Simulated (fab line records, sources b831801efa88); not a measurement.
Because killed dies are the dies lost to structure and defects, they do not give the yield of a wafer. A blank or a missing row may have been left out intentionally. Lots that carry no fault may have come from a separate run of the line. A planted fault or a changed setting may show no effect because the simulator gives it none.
Comparing a struck lot with a sound one :: flow sky130 :: 14 steps out of a route of 708
Sound: the wafers L555.3, L555.4, L555.6. Struck: wafers L548.1, L548.4, L548.6. The cause is named last.
Per side, at each step with rows, come the tool, then ch with its chambers, and then its first start. Under that, the readings that differ: sound wafers :: struck wafers :: difference of the means :: sigmas: that difference in standard deviations of wafers without a fault.
alike: words and numbers the same on both sides, and readings whose means are apart by under 2 such deviations; not compared: readings that were withheld, readings missing a value for some wafer, numbers with overlapping values and no deviation given by the record, and bounds like >300 which may hide the same value.
The two part at a step that has a row with sigmas, a row that says differs or no value, or rows on one side only. Non-overlapping numbers with no deviation appear without sigmas and do not part them. A reading missing from all wafers of one side parts the sides only when that side holds two or more wafers.

first, 5 steps without rows for these wafers: SKY_SONOS_TUNNEL_COAT_02 (resist thk 1140 nm); SKY_SONOS_TUNNEL_SOFTBAKE_03 (time 60 s); SKY_SONOS_TUNNEL_EXPOSE_04 (exposes mask TUNM, target cd 410 nm); SKY_SONOS_TUNNEL_PEB_05; SKY_SONOS_TUNNEL_DEVELOP_06 (develop time 60 s).
SKY_SONOS_TUNNEL_CD_MEAS_07 targets a cd of 410 nm.
  struck on cdSem-01, day 16 13:29; sound on cdSem-02, day 18 13:26
reading: cdNm (nm)
sound: 410.6 408.3 411.9
struck: 415.9 414.1 413.6
difference: +4.3
sigmas: +2
SKY_SONOS_TUNNEL_OVL_MEAS_08:
  struck on overlay-01, day 16 13:37; sound on overlay-01, day 18 13:31
reading: SONOS_TUNNEL_OVL (nm)
sound: -1.2 0.1 -0.2
struck: 1.9 4.2 1.1
difference: +2.8
sigmas: +2
then, 3 steps without rows for these wafers: SKY_SONOS_TUNNEL_IMPLANT_09; SKY_SONOS_TUNNEL_WET_ETCH_10 (etches SiO2 in dHF, target depth 14 nm, time 280 s); SKY_SONOS_TUNNEL_STRIP_11 (strips in SPM, time 600 s).
SKY_SONOS_TUNNEL_TW_MEAS_12:
  struck on filmMetro-02, day 16 14:04; sound on filmMetro-01, day 18 14:10
  alike: SONOS_TUNNEL_TW
then, 1 step without rows for these wafers: SKY_SONOS_TUNNEL_CLEAN_13 (cleans in dHF, time 20 s).
SKY_SONOS_ONO_OXIDATION_00: stabilise 600 s, purge 300 s, target thk 2.6 nm.
  struck on furnace-02, day 16 18:35; sound on furnace-02 ch 0, day 18 15:09
  no value came back on the struck wafers for oxTempC (C), oxTempCMax, spikeTcLowerC (C); on the sound wafers oxTempC (C) reads 800.3 800.3 799.9
then, 1 step without rows for these wafers: SKY_SONOS_ONO_CVD_02 (deposits Si3N4 from DCS/NH3, target thk 10.5 nm, time 180 s).

== WHERE THEY PART ==
First at SKY_SONOS_TUNNEL_CD_MEAS_07; last, within this record, at SKY_SONOS_ONO_OXIDATION_00.

WHY: what had been put in by the simulator
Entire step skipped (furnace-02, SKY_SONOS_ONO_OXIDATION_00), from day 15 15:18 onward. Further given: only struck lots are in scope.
